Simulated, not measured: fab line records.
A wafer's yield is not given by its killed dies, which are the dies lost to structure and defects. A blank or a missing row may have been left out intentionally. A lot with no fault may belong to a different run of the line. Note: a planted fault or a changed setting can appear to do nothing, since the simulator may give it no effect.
fab line records -- flow gf180mcu
record: lots: 14, wafers: 42, last-day: 34
route steps=602 shown VT_IMPLANT@118 V2@399 M4@459 M5@535
lots that met no fault: from a run of the same line without faults
start-h: hours from the record's first day to the start of the lot's first wafer shown -- wait-h: hours elapsed since this lot's preceding step -- " as in the row above -- L1.1+2: one row covering several wafers at once -- - no value, or no start was given -- * or withheld: withheld -- < > ~ a bound
route shown NAME@n: names a module that has steps shown in the file, with the first one's number in the route -- usual: mean/standard deviation of fault-free wafers -- same: alike in all rows -- chamber/n: place in a boat -- sites: each site's reading -- _std_site: the values' standard deviation -- _edge_site: inner sites' mean taken away from outer sites' mean -- radius-mm: for every site, how far away it sits from the centre of the wafer -- mask NAME#n: copy n -- behind: the tool/chamber that last shaped the wafer -- hold: why the lot went on hold/how many hours it stayed there/how the hold came to an end -- device: transistor that didn't switch, given as n, p or np -- end of line: the same wafers' tests at the end of the route -- a step without rows: its recipe alone -- killed: dies lost to structure and defects at the first sort, not the wafer's yield -- map: per-die view of a wafer (x killed, . not killed, _ where there is no die)
set.NAME: the run value of the setting; set.NAME@STEP: its run value at that earlier step -- model.NAME: the simulator's own value behind a step, which no gauge read
one table for each step of the route and one row for each wafer, over a sample of lots
services: when a tool's chamber went out of use (start-h, in hours from the record's first day, below 0 if earlier), for how many hours, and the reason
== steps ==
step: GF_VT_IMPLANT_DEVELOP_28
recipe: develop-time-s: 60, dev-temp-c: 23
usual: developer-temp-C: 23.00/0.1
lot.wafer,tool,chamber,start-h,wait-h,developer-temp-C
L495.2,litho-track-01,0,149.34,0.1,22.91
L495.4,litho-track-01,0,149.34,0.1,23.13
L495.5,litho-track-01,0,149.34,0.1,22.95
L496.1,litho-track-02,0,154.18,0.1,23.20
L496.3,litho-track-02,0,154.18,0.1,23.12
L496.5,litho-track-02,0,154.18,0.1,23.22
L497.2,litho-track-02,0,160.21,0.1,22.71
L497.4,litho-track-02,0,160.21,0.1,22.92
L497.5,litho-track-02,0,160.21,0.1,22.88
L498.1,litho-track-01,0,168.17,0.1,22.95
L498.3,litho-track-01,0,168.17,0.1,23.06
L498.6,litho-track-01,0,168.17,0.1,23.11
L500.2,litho-track-02,0,182.61,0.1,23.06
L500.3,litho-track-02,0,182.61,0.1,22.97
L500.5,litho-track-02,0,182.61,0.1,22.97
L502.3,litho-track-02,0,193.13,0.1,22.97
L502.4,litho-track-02,0,193.13,0.1,22.96
L502.6,litho-track-02,0,193.13,0.1,23.01
L503.1,litho-track-02,0,199.48,0.1,21.99
L503.3,litho-track-02,0,199.48,0.1,21.97
L503.5,litho-track-02,0,199.48,0.1,22.03
L504.3,litho-track-02,0,204.93,0.1,22.11
L504.5,litho-track-02,0,204.93,0.1,22.25
L504.6,litho-track-02,0,204.93,0.1,22.03
L505.3,litho-track-01,0,211.72,0.1,22.97
L505.4,litho-track-01,0,211.72,0.1,23.07
L505.5,litho-track-01,0,211.72,0.1,22.76
L512.1,litho-track-04,0,264.99,0.1,22.92
L512.3,litho-track-04,0,264.99,0.1,22.85
L512.4,litho-track-04,0,264.99,0.1,22.88
L513.2,litho-track-01,0,266.19,0.1,23.06
L513.5,litho-track-01,0,266.19,0.1,23.00
L513.6,litho-track-01,0,266.19,0.1,23.21
L515.2,litho-track-01,0,277.84,0.1,23.05
L515.3,litho-track-01,0,277.84,0.1,23.02
L515.5,litho-track-01,0,277.84,0.1,22.98
L516.2,litho-track-02,0,286.16,0.1,22.86
L516.3,litho-track-02,0,286.16,0.1,22.96
L516.5,litho-track-02,0,286.16,0.1,22.88
L517.1,litho-track-04,0,292.43,0.1,23.06
L517.2,litho-track-04,0,292.43,0.1,23.11
L517.3,litho-track-04,0,292.43,0.1,23.17
step: GF_V2_ETCH_17
recipe: chemistry: C4F8/O2/Ar, mask-material: KrF, target: SiO2, stop-on: TiN, source-w: 1500, bias-w: 1200, pressure-mtorr: 40, c4f8-flow-sccm: withheld, O2_flow_sccm: 6, Ar_flow_sccm: 300, time-s: withheld, target-depth-a: 6300
usual: oes-product-au: 0.855/0.0045
lot.wafer,tool,chamber,start-h,wait-h,oes-product-au
L495.2,rie-diel-03,2,-,-,0.853
L495.4,rie-diel-03,0,-,-,0.852
L495.5,rie-diel-03,2,-,-,0.856
L496.1,rie-diel-04,0,-,-,0.857
L496.3,rie-diel-04,2,-,-,0.851
L496.5,rie-diel-04,2,-,-,0.849
L497.2,rie-diel-04,1,-,-,0.848
L497.4,rie-diel-04,2,-,-,0.848
L497.5,rie-diel-04,1,-,-,0.852
L498.1,rie-diel-04,1,-,-,0.862
L498.3,rie-diel-04,3,-,-,0.850
L498.6,rie-diel-04,2,-,-,0.860
L500.2,rie-diel-01,1,-,-,0.855
L500.3,rie-diel-01,3,-,-,0.867
L500.5,rie-diel-01,3,-,-,0.856
L502.3,rie-diel-01,3,-,-,0.856
L502.4,rie-diel-01,1,-,-,0.856
L502.6,rie-diel-01,0,-,-,0.860
L503.1,rie-diel-03,1,-,-,0.841
L503.3,rie-diel-03,3,-,-,0.856
L503.5,rie-diel-03,1,-,-,0.855
L504.3,rie-diel-01,0,-,-,0.860
L504.5,rie-diel-01,0,-,-,0.854
L504.6,rie-diel-01,3,-,-,0.853
L505.3,rie-diel-01,2,-,-,0.852
L505.4,rie-diel-01,0,-,-,0.857
L505.5,rie-diel-01,1,-,-,0.858
L512.1,rie-diel-04,3,-,-,0.854
L512.3,rie-diel-04,1,-,-,0.857
L512.4,rie-diel-04,2,-,-,0.857
L513.2,rie-diel-04,0,-,-,0.863
L513.5,rie-diel-04,1,-,-,0.858
L513.6,rie-diel-04,2,-,-,0.862
L515.2,rie-diel-01,0,-,-,0.850
L515.3,rie-diel-01,3,-,-,0.856
L515.5,rie-diel-01,3,-,-,0.855
L516.2,rie-diel-04,0,-,-,0.849
L516.3,rie-diel-04,1,-,-,0.856
L516.5,rie-diel-04,2,-,-,0.852
L517.1,rie-diel-04,3,-,-,0.861
L517.2,rie-diel-04,1,-,-,0.857
L517.3,rie-diel-04,0,-,-,0.862
step: GF_M4_SPUTTER_03
recipe: material: Ti, target-thk-nm: 10, substrate-temp-c: 300, chamber-pressure-pa: 0.3, power-w: 3000, time-s: 6.7
usual: substrate-temp-c: 300.01/0.19, throttle-valve-pct: 30.0/0.93
lot.wafer,tool,chamber,start-h,wait-h,substrate-temp-c,throttle-valve-pct
L495.2,pvd-sputter-02,-,524.25,0.0,299.72,29.8
L495.4,pvd-sputter-02,-,524.25,0.0,300.26,28.0
L495.5,pvd-sputter-02,-,524.25,0.0,299.76,30.8
L496.1,pvd-sputter-01,-,533.20,0.0,299.87,30.3
L496.3,pvd-sputter-01,-,533.20,0.0,300.04,29.6
L496.5,pvd-sputter-01,-,533.20,0.0,300.08,30.2
L497.2,pvd-sputter-01,-,547.52,0.0,299.80,30.1
L497.4,pvd-sputter-01,-,547.52,0.0,299.82,30.0
L497.5,pvd-sputter-01,-,547.52,0.0,299.84,30.8
L498.1,pvd-sputter-02,-,557.69,0.0,300.56,30.5
L498.3,pvd-sputter-02,-,557.69,0.0,299.98,29.6
L498.6,pvd-sputter-02,-,557.69,0.0,300.20,29.8
L500.2,pvd-sputter-02,-,569.82,0.0,300.37,28.3
L500.3,pvd-sputter-02,-,569.82,0.0,299.93,30.4
L500.5,pvd-sputter-02,-,569.82,0.0,299.84,30.6
L502.3,pvd-sputter-04,-,581.64,0.0,299.79,31.9
L502.4,pvd-sputter-04,-,581.64,0.0,300.14,29.8
L502.6,pvd-sputter-04,-,581.64,0.0,299.85,29.4
L503.1,pvd-sputter-01,-,590.47,0.0,300.01,30.9
L503.3,pvd-sputter-01,-,590.47,0.0,299.88,30.2
L503.5,pvd-sputter-01,-,590.47,0.0,299.64,30.0
L504.3,pvd-sputter-02,-,597.45,0.0,300.04,29.7
L504.5,pvd-sputter-02,-,597.45,0.0,300.01,30.7
L504.6,pvd-sputter-02,-,597.45,0.0,300.28,29.3
L505.3,pvd-sputter-02,-,611.27,0.0,300.35,30.6
L505.4,pvd-sputter-02,-,611.27,0.0,299.97,29.7
L505.5,pvd-sputter-02,-,611.27,0.0,299.81,29.3
L512.1,pvd-sputter-04,-,667.49,0.0,299.76,29.1
L512.3,pvd-sputter-04,-,667.49,0.0,299.95,29.7
L512.4,pvd-sputter-04,-,667.49,0.0,300.26,31.3
L513.2,pvd-sputter-01,-,670.58,0.0,300.15,29.8
L513.5,pvd-sputter-01,-,670.58,0.0,299.90,30.0
L513.6,pvd-sputter-01,-,670.58,0.0,300.01,29.6
L515.2,pvd-sputter-04,-,676.23,0.0,300.27,31.3
L515.3,pvd-sputter-04,-,676.23,0.0,300.07,29.4
L515.5,pvd-sputter-04,-,676.23,0.0,300.04,31.6
L516.2,pvd-sputter-01,-,684.87,0.0,299.88,30.1
L516.3,pvd-sputter-01,-,684.87,0.0,300.15,29.3
L516.5,pvd-sputter-01,-,684.87,0.0,299.81,30.3
L517.1,pvd-sputter-02,-,692.30,0.0,299.98,28.1
L517.2,pvd-sputter-02,-,692.30,0.0,299.92,29.0
L517.3,pvd-sputter-02,-,692.30,0.0,300.10,29.8
step: GF_M5_ETCH_09
recipe: chemistry: CF4/O2, target: Si3N4, target-depth-nm: 52, source-w: 800, bias-w: 150, pressure-mtorr: 150, cf4-flow-sccm: 80, O2_flow_sccm: 10, time-s: 11.6
usual: drypump-motor-current-A: 5.8/0.38, oes-product-au: 0.997/0.01, throttle-valve-pct: 5.970/0.0095
lot.wafer,tool,chamber,start-h,wait-h,drypump-motor-current-A,oes-product-au,rf-hours-counter-h,throttle-valve-pct
L495.2,rie-diel-03,3,615.03,0.0,5.5,1.004,7,5.985
L495.4,rie-diel-03,0,615.03,0.0,6.0,0.994,22,5.968
L495.5,rie-diel-03,0,615.03,0.0,6.1,0.993,-,5.985
L496.1,rie-diel-02,3,623.78,0.0,5.7,0.999,5,5.960
L496.3,rie-diel-02,2,623.78,0.0,5.8,0.994,6,5.958
L496.5,rie-diel-02,1,623.78,0.0,5.1,0.995,-,5.954
L497.2,rie-diel-04,2,635.72,0.0,5.9,0.992,17,5.978
L497.4,rie-diel-04,3,635.72,0.0,5.5,1.009,22,5.978
L497.5,rie-diel-04,0,635.72,0.0,5.8,0.999,-,5.966
L498.1,rie-diel-04,1,644.37,0.0,6.0,0.982,16,5.970
L498.3,rie-diel-04,2,644.37,0.0,5.9,0.991,17,5.960
L498.6,rie-diel-04,0,644.37,0.0,5.8,0.994,-,5.967
L500.2,rie-diel-02,1,656.12,0.0,5.1,0.983,18,5.983
L500.3,rie-diel-02,3,656.12,0.0,5.8,1.004,5,5.976
L500.5,rie-diel-02,1,656.12,0.0,5.0,0.986,-,5.967
L502.3,rie-diel-02,1,667.92,0.0,5.1,0.984,19,5.950
L502.4,rie-diel-02,3,667.92,0.0,5.8,0.989,6,5.967
L502.6,rie-diel-02,3,667.92,0.0,5.8,1.003,-,5.959
L503.1,rie-diel-02,3,674.42,0.0,5.7,0.991,6,5.959
L503.3,rie-diel-02,2,674.42,0.0,5.8,0.983,8,5.968
L503.5,rie-diel-02,3,674.42,0.0,5.7,0.997,-,5.965
L504.3,rie-diel-03,3,678.91,0.0,5.5,1.006,10,5.969
L504.5,rie-diel-03,1,678.91,0.0,6.0,1.006,-,5.983
L504.6,rie-diel-03,0,678.91,0.0,6.1,0.987,-,5.961
L505.3,rie-diel-02,3,692.83,0.0,5.7,0.993,6,5.966
L505.4,rie-diel-02,0,692.83,0.0,5.4,1.009,54,5.981
L505.5,rie-diel-02,0,692.83,0.0,5.4,1.001,-,5.981
L512.1,rie-diel-03,1,744.86,0.0,6.0,0.991,8,5.977
L512.3,rie-diel-03,0,744.86,0.0,6.0,0.989,26,5.973
L512.4,rie-diel-03,2,744.86,0.0,6.7,0.997,43,5.975
L513.2,rie-diel-02,3,747.17,0.0,5.7,0.994,9,5.991
L513.5,rie-diel-02,2,747.17,0.0,5.8,0.991,-,5.961
L513.6,rie-diel-02,1,747.17,0.0,5.1,0.990,-,5.959
L515.2,rie-diel-02,3,751.72,0.0,5.8,0.983,9,5.979
L515.3,rie-diel-02,0,751.72,0.0,5.4,0.996,0,5.966
L515.5,rie-diel-02,2,751.72,0.0,5.8,0.995,-,5.949
L516.2,rie-diel-03,0,759.07,0.0,6.0,0.996,26,5.977
L516.3,rie-diel-03,2,759.07,0.0,6.7,0.998,44,5.984
L516.5,rie-diel-03,1,759.07,0.0,6.0,1.004,-,5.958
L517.1,rie-diel-04,1,764.36,0.0,6.0,0.981,22,5.965
L517.2,rie-diel-04,2,764.36,0.0,5.9,0.995,22,5.972
L517.3,rie-diel-04,3,764.36,0.0,5.5,1.014,27,5.964
== services ==
tool,chamber,start-h,hours,kind
rie-diel-03,1,157.89,9.2,repair
rie-diel-04,3,173.80,3.9,repair
rie-diel-02,0,175.15,4.5,repair
rie-diel-02,3,188.73,2.8,repair
rie-diel-02,0,198.54,5.0,repair
rie-diel-02,1,240.20,11.0,repair
rie-diel-03,0,258.17,9.5,repair
rie-diel-02,1,259.48,2.6,repair
rie-diel-02,-,269.93,2.8,pm
rie-diel-02,3,426.13,2.8,repair
rie-diel-02,2,426.72,16.5,repair
rie-diel-02,0,463.89,4.0,repair
rie-diel-04,2,467.02,3.8,repair
rie-diel-04,3,515.18,3.4,repair
rie-diel-04,-,522.27,2.8,pm
rie-diel-04,1,530.63,3.7,repair
rie-diel-04,1,540.16,7.1,repair
rie-diel-02,0,544.41,5.5,repair
rie-diel-02,2,548.22,8.7,repair
rie-diel-02,-,622.87,0.4,repair
rie-diel-02,-,676.35,14.6,pm
rie-diel-02,1,695.36,11.9,repair
rie-diel-04,2,704.09,3.8,repair
rie-diel-04,3,752.32,8.9,repair
== key ==
first-sign: step: GF_VT_IMPLANT_DEVELOP_28, reading: developer-temp-C, direction: down, sigmas: 9.3, usual: *, struck: *
effect none on later readings
met-at GF_VT_IMPLANT_DEVELOP_28
struck-lots L503,L504
tester-left-out L503,L504
not-acting-at GF_V2_ETCH_17,GF_M4_SPUTTER_03,GF_M5_ETCH_09
onset-between 193.13 199.48
fault: kind: process-parameter-drift, tool: litho-track-02, chamber: -, onset-h: 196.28, steps: GF_VT_IMPLANT_DEVELOP_28, channel: dev-temp-c, offset: *, shape: step, end-h: 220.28, acts-in: *, stated: *
tester-left-out: of these lots the tester's yield and bins aren't shown, on N5 and GAA mostly nor the transistor test; their killed dies are dies lost to structure and defects alone, not to doping, threshold or leakage, so they don't give the yield
